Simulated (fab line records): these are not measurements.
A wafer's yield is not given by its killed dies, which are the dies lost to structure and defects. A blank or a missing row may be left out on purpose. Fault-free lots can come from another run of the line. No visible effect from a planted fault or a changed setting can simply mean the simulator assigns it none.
Which of the tools did it? -- flow sky130 -- 39 wafers from 13 lots sampled at 3 of the route's 708 steps

## WHAT EACH GAUGE READ, for each wafer
SKY_NWELL_THK_MEAS_02.
lot,measured,on,NWELL_OXIDATION_THK (nm)
L390,day 3 10:12,film-metro-04,10.28 10.31 10.48
L391,day 3 10:12,film-metro-02,9.74 9.80 9.87
L392,day 3 14:17,film-metro-02,10.12 10.20 10.01
L393,day 3 14:20,film-metro-02,10.29 10.26 10.26
L395,day 3 23:52,film-metro-04,10.05 10.25 9.97
L397,day 4 12:31,film-metro-03,9.99 10.02 9.97
L398,day 4 12:31,film-metro-04,10.03 10.24 10.07
L399,day 4 17:49,film-metro-03,10.36 10.20 10.34
L402,day 5 07:32,film-metro-03,9.83 10.05 9.98
L403,day 5 16:24,film-metro-04,9.91 9.91 9.88
L405,day 6 01:47,film-metro-03,10.10 10.19 10.05
L410,day 7 07:25,film-metro-02,10.06 10.12 10.07
L412,day 7 12:49,film-metro-04,9.72 9.88 9.65

SKY_VT_ADJUST_LVTN_TW_MEAS_10.
lot,measured,on,VT_ADJUST_LVTN_TW
L390,day 7 21:43,film-metro-01,240.8 239.6 240.9
L391,day 7 21:53,film-metro-02,239.5 240.5 240.4
L392,day 8 03:00,film-metro-02,239.3 241.2 240.6
L393,day 8 05:01,film-metro-01,239.7 239.8 239.4
L395,day 8 17:26,film-metro-01,240.1 240.3 240.6
L397,day 9 10:28,film-metro-02,236.6 237.1 238.3
L398,day 9 10:56,film-metro-02,236.6 238.1 237.4
L399,day 9 16:11,film-metro-04,238.4 239.8 239.7
L402,day 10 12:08,film-metro-01,240.1 237.6 240.5
L403,day 10 19:33,film-metro-01,239.2 240.2 239.9
L405,day 11 08:16,film-metro-04,238.8 239.1 238.3
L410,day 12 21:34,film-metro-04,237.9 237.4 238.5
L412,day 13 03:52,film-metro-02,239.8 239.8 239.7

## TOOL THAT RAN EACH LOT (tool first, then ch and the chambers of the sampled wafers, then the start)
lot,SKY_VT_ADJUST_LVTN_EXPOSE_04
L390,"iline-stepper-01 ch 0, day 7 11:32"
L391,"iline-stepper-02 ch 0, day 7 12:12"
L392,"iline-stepper-02 ch 0, day 7 16:42"
L393,"iline-stepper-01 ch 0, day 7 19:18"
L395,"iline-stepper-02 ch 0, day 8 07:02"
L397,"iline-stepper-01 ch 0, day 8 23:05"
L398,"iline-stepper-02 ch 0, day 8 23:35"
L399,"iline-stepper-01 ch 0, day 9 05:11"
L402,"iline-stepper-01 ch 0, day 10 00:49"
L403,"iline-stepper-01 ch 0, day 10 08:32"
L405,"iline-stepper-02 ch 0, day 10 21:04"
L410,"iline-stepper-02 ch 0, day 12 09:17"
L412,"iline-stepper-02 ch 0, day 12 15:44"
- SKY_VT_ADJUST_LVTN_EXPOSE_04: exposes mask NWM COMPLEMENT LESS NATIVE, target cd 840 nm.

## WHAT THE TOOLS THEMSELVES READ (means of the sampled wafers that have a number; where no wafer has one, the mark that the record gives instead)
SKY_VT_ADJUST_LVTN_EXPOSE_04.
lot,tool,exposure-dose-mJ-cm2
L390,iline-stepper-01,193.98
L391,iline-stepper-02,194.09
L392,iline-stepper-02,194.00
L393,iline-stepper-01,194.12
L395,iline-stepper-02,193.99
L397,iline-stepper-01,194.12
L398,iline-stepper-02,194.00
L399,iline-stepper-01,186.51
L402,iline-stepper-01,186.72
L403,iline-stepper-01,186.52
L405,iline-stepper-02,193.63
L410,iline-stepper-02,194.21
L412,iline-stepper-02,194.28

## THE ANSWER, worked out from the rows above alone
Rule: what is usual is taken from the lots themselves. Put in order of their means at a reading, lots are off if they are a third of the lots or fewer, leave a main group of 4 or more, and stand apart from it by a gap of 3 or more times the standard deviation of the main group's means; of several such gaps the widest counts. Not used: any main group whose means are identical at the precision the tables above print for the reading. A lot without any number at a reading at which 4 lots or more have one is off too. All remaining lots with rows at the step are treated as sound. The gauges are gone through in route order, then the tools' own readings, and for those a lot's mean is taken as printed above. At the first step where some lot is off, the reading lying furthest off is the one used; lots without a number count as furthest.
Off at SKY_VT_ADJUST_LVTN_EXPOSE_04 (exposure-dose-mJ-cm2): L399, L402, L403. The main group: mean 194.04, standard deviation 0.17.
If a tool, at that step or one of the process steps before it, ran each lot that is off and ran no sound lot following the first of them, it fits. One fits: SKY_VT_ADJUST_LVTN_EXPOSE_04 on iline-stepper-01. A fault onset in the window from L397 (day 8 23:05, its last sound lot) to L399 (day 9 05:11, its first lot off) fits.
The tool's own readings at SKY_VT_ADJUST_LVTN_EXPOSE_04 bear it out: on the lots that are off they differ by more than 5 times the standard deviation of the sound lots' means. exposure-dose-mJ-cm2 reads 186.58 there against 194.04 on the sound lots.

## WHAT THE SIMULATOR HAD INSERTED
Process parameter drift: iline-stepper-01, from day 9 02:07 on, at SKY_VT_ADJUST_LVTN_EXPOSE_04. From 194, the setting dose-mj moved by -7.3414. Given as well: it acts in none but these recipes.
Shown lots that were struck: L399, L402, L403. Same finding as the rule above.
